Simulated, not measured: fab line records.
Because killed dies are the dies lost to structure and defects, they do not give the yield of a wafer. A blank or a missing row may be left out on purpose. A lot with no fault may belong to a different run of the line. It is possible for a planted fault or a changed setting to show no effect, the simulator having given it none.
2 desks, one fault    flow sky130    each desk holds nothing but its own numbers, with what lay behind them at the end

TOOL OWNER'S DESK, plasma_asher-01
The tool's own readings at SKY_DNWELL_STRIP_08 (strips in O2/N2): means of the sampled wafers that have a number, for each lot that ran on this tool. Marked OUT: a lot whose mean sits more than 4 standard deviations from the usual mean, which makes it out of limits; the brackets give that distance.
Columns: A = drypump_motor_current_A at SKY_DNWELL_STRIP_08, usual 6.0 A; B = n2_flow_sccm at SKY_DNWELL_STRIP_08, usual 300.0 sccm; C = oes_product_au at SKY_DNWELL_STRIP_08, usual 0.722 a.u.; D = strip_time_to_endpoint_s at SKY_DNWELL_STRIP_08, usual 36.91 s
lot   first seen here  A    B                C      D
L910  day 4 11:15      6.1  300.4            0.720  36.77
L911  day 5 07:19      6.1  300.3            0.722  36.87
L913  day 5 08:28      6.4  299.6            0.724  36.87
L917  day 6 14:26      6.2  319.6 (+24) OUT  0.727  36.91
Finding of this desk: L917 out of limits; the first was L917 at day 6 14:26, on n2_flow_sccm at SKY_DNWELL_STRIP_08. In limits: L910, L911, L913.

FROM THE METROLOGY DESK
Lot by lot, what the gauges showed, no matter which tool ran the lot: averages of those sampled wafers that carry a number. Marked OUT: a lot whose mean sits more than 4 standard deviations from the usual mean, which makes it out of limits; the brackets give that distance.
Columns: A = FIELD_ISO_OXIDATION_01_THK at SKY_FIELD_ISO_THK_MEAS_23, usual 10.01 nm; B = PWDE_OVL at SKY_PWDE_OVL_MEAS_07, usual -1.2 nm
lot   first seen here  A      B
L904  day 2 10:55      10.08  -0.4
L906  day 2 19:24      10.21  0.1
L909  day 3 09:48      10.06  -2.0
L910  day 3 14:44      10.16  0.2
L911  day 3 20:34      10.18  -0.2
L913  day 4 04:50      10.11  -1.5
L915  day 4 14:28      10.60  -1.5
L917  day 5 13:22      10.11  -2.5
L919  day 5 20:10      10.25  -2.1
L923  day 6 08:47      10.05  -1.4
L925  day 6 20:13      10.04  -0.8
L926  day 7 03:37      10.05  -2.5
L927  day 7 07:32      10.18  -0.4
Result from this desk: across the 13 lots, nothing is out of limits.

ALL TOGETHER
At day 6 14:26, on L917, the tool owner's desk was in a position to raise an alarm.
From the metrology desk's view, nothing was out of limits.
The metrology desk holds a record of L917, inside its limits.
On plasma_asher-01, each named lot ran SKY_DNWELL_STRIP_08.

WHAT WAS PUT IN BY THE SIMULATOR
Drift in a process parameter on plasma_asher-01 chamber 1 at SKY_DNWELL_STRIP_08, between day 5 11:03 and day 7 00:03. Setting n2_flow_sccm, moved by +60, from 300. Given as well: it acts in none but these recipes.
Struck lots among those shown: L917.
How many hours passed from the start of the fault until each desk's first out-of-limits reading: the tool owner's desk, 27.
